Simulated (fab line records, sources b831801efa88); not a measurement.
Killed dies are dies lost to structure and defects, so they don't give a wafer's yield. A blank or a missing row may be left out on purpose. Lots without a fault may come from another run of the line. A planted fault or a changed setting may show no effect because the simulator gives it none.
Split-lot experiment | flow sky130 | 5 lots, 23 wafers read, on a route of 708 steps

THE SPLIT
At SKY_POLY_CUT_COAT_03 (resist thk 450 nm), the setting spin_rpm was moved away from the recipe's 3000 rpm on 9 of the 23 wafers read, by -7.2% to +5.9%. The other wafers ran this setting at the recipe's value.

The file shows no step between the split and the reading.

THE READING
KrF-thick_of_POLY_CUT_COAT_03.thk_nm (the simulator's own value, which no gauge read), in nm, at SKY_POLY_CUT_ETCH_10 (etches BARC in N2/H2, stops on SiO2, time 45.9 s, target depth 60 nm). The file gives no usual value for it. The 14 wafers here that ran the recipe average 408.2 nm, standard deviation 1.3 nm.

wafer  | tool, chamber at the split | spin_rpm as run, rpm | against the recipe | KrF-thick_of_POLY_CUT_COAT_03.thk_nm, nm | against lot-mates on the recipe
L074.1 | litho_track-04, 0          | 3000                 | recipe             | 407.8                                    | -
L074.3 | litho_track-04, 0          | 3000                 | recipe             | 408.4                                    | -
L074.4 | litho_track-04, 0          | 3000                 | recipe             | 406.6                                    | -
L074.5 | litho_track-04, 0          | 3000                 | recipe             | 407.2                                    | -
L074.6 | litho_track-04, 0          | 3000                 | recipe             | 409.6                                    | -
L079.4 | litho_track-04, 0          | 3000                 | recipe             | 407.9                                    | -
L079.5 | litho_track-04, 0          | 3000                 | recipe             | 406.4                                    | -
L079.6 | litho_track-04, 0          | 3000                 | recipe             | 408.8                                    | -
L082.1 | litho_track-02, 0          | 3000                 | recipe             | 409.1                                    | -
L082.2 | litho_track-02, 0          | 2784                 | -7.2%              | 427.9                                    | +17.5
L082.4 | litho_track-02, 0          | 2784                 | -7.2%              | 424.2                                    | +13.8
L082.5 | litho_track-02, 0          | 2784                 | -7.2%              | 428.5                                    | +18.1
L082.6 | litho_track-02, 0          | 3000                 | recipe             | 411.6                                    | -
L083.1 | litho_track-02, 0          | 3083                 | +2.8%              | 404.8                                    | -3.6
L083.2 | litho_track-02, 0          | 3000                 | recipe             | 407.9                                    | -
L083.3 | litho_track-02, 0          | 3083                 | +2.8%              | 400.7                                    | -7.7
L083.4 | litho_track-02, 0          | 3000                 | recipe             | 408.9                                    | -
L083.5 | litho_track-02, 0          | 3083                 | +2.8%              | 402.6                                    | -5.8
L084.1 | litho_track-04, 0          | 3000                 | recipe             | 406.9                                    | -
L084.2 | litho_track-04, 0          | 3177                 | +5.9%              | 394.9                                    | -12.2
L084.3 | litho_track-04, 0          | 3177                 | +5.9%              | 393.3                                    | -13.8
L084.5 | litho_track-04, 0          | 3177                 | +5.9%              | 395.1                                    | -12.0
L084.6 | litho_track-04, 0          | 3000                 | recipe             | 407.3                                    | -

THE FIT
A straight line over all 23 wafers: KrF-thick_of_POLY_CUT_COAT_03.thk_nm changes by -2.45 nm for each +1% of spin_rpm; r = -0.98; the points scatter about the line by 1.6 nm.
The same after taking each lot's own level away (the mean of its wafers on the recipe; 23 wafers): -2.22 nm for each +1%; r = -0.99; scatter 1.3 nm.
On that fit, the largest move of spin_rpm shifts the reading by 16 nm.
The lots' own levels span 407.10 to 410.35 nm, that is 2.4 times the standard deviation above.
So the lot-to-lot level changes the slope: the two fits differ.
Check: with one of the wafers moved furthest among these (-7.2%) left out of the fit, the line predicts +15.8 nm for it against its lot-mates. It came out at +17.5 nm against them.

OTHER SPLITS ON THESE WAFERS
These wafers also went through other splits before the reading. Each is held against what the fit with the lots' levels taken away leaves over:
other split on the same wafers  | wafers away from the commonest value | r with KrF-thick_of_POLY_CUT_COAT_03.thk_nm (lot level and that fit taken away)
SKY_LDD_LDN_IMPLANT_10 dose_cm2 | 6                                    | -0.15

THE WHOLE CHAIN: every reading that the file lists as answering this split, in the file's order
step                  | what it does                                                         | reading                                                                               | change (the file's fit)              | r (the file's)
SKY_POLY_CUT_COAT_03  | resist thk 450 nm                                                    | KrF-thick_of_POLY_CUT_COAT_03.thk_nm (the simulator's own value, which no gauge read) | -2.27 nm for each +1% of the setting | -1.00
SKY_POLY_CUT_ETCH_10  | etches BARC in N2/H2, stops on SiO2, time 45.9 s, target depth 60 nm | KrF-thick_of_POLY_CUT_COAT_03.thk_nm (the simulator's own value, which no gauge read) | -2.22 nm for each +1% of the setting | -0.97
SKY_POLY_CUT_STRIP_12 | strips in O2/N2                                                      | strip_time_to_endpoint_s                                                              | withheld for each +1% of the setting | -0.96

THE FILE'S OWN FIT
KrF-thick_of_POLY_CUT_COAT_03.thk_nm changes by -2.22 nm for each +1% of spin_rpm, r = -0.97.
